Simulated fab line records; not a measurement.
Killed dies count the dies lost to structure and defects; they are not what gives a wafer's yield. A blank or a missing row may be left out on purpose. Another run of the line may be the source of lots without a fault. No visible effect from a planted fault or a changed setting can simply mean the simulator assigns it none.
A lot that was struck, set against a sound lot | flow sky130 | 14 steps out of a route of 708
Sound: these wafers, L297.2, L297.3, L297.4. Wafers L289.2, L289.3, L289.5 were the ones struck. At the end, the cause is stated.
At each step with rows: each side's tool, then ch and its chambers, then its first start. Under that, the readings that differ: sound wafers | struck wafers | difference of the means | sigmas: that difference in standard deviations of wafers without a fault.
alike: a reading whose means differ by less than 2 such deviations, as well as words and numbers matching on both sides. not compared: withheld readings; readings where some wafer has no value; bounds like >300 that might hide an equal value; numbers whose values overlap and for which the record gives no deviation.
Wherever a step has rows on one side only, a row that says differs or no value, or a row with sigmas, the two part there. When numbers do not overlap yet have no deviation, they are printed without sigmas and do not part them. Lack of a reading on every wafer of one side parts them only where that side has two or more wafers.

first, 4 steps without rows for these wafers: SKY_LDD_N_SOFTBAKE_03 (time 60 s); SKY_LDD_N_EXPOSE_04 (exposes mask NTM, target cd 840 nm); SKY_LDD_N_PEB_05; SKY_LDD_N_DEVELOP_06 (develop time 60 s).
SKY_LDD_N_OVL_MEAS_07:
  sound: overlay-01 at day 25 03:08; struck: overlay-01 at day 22 01:50
  alike: LDD_N_OVL
then, 7 steps without rows for these wafers: SKY_LDD_N_IMPLANT_08; SKY_LDD_N_IMPLANT_09; SKY_LDD_N_IMPLANT_10; SKY_LDD_N_IMPLANT_11; SKY_LDD_N_IMPLANT_12; SKY_LDD_N_IMPLANT_13; SKY_LDD_N_IMPLANT_14.
SKY_LDD_N_IMPLANT_15:
  struck on implanter-03, day 22 02:57; sound on implanter-03 ch 0, day 25 04:15
  no value came back on the struck wafers for beam-energy-keV, beam-on-s (s); on the sound wafers beam-energy-keV reads 50.012 50.014 49.992
SKY_LDD_N_STRIP_16: strips in O2/N2.
  sound on plasma-asher-01 ch 0,1, day 25 04:22; struck on plasma-asher-01 ch 0, day 22 03:04
  alike: drypump-motor-current-A, oes-product-au, strip-time-to-endpoint-s
  not compared: rf-hours-counter-h

## WHERE THEY PART
At SKY_LDD_N_IMPLANT_15 and nowhere else, as far as this record goes. Later steps at which nothing parts them and some readings are alike: SKY_LDD_N_STRIP_16.

WHY: the cause the simulator had injected
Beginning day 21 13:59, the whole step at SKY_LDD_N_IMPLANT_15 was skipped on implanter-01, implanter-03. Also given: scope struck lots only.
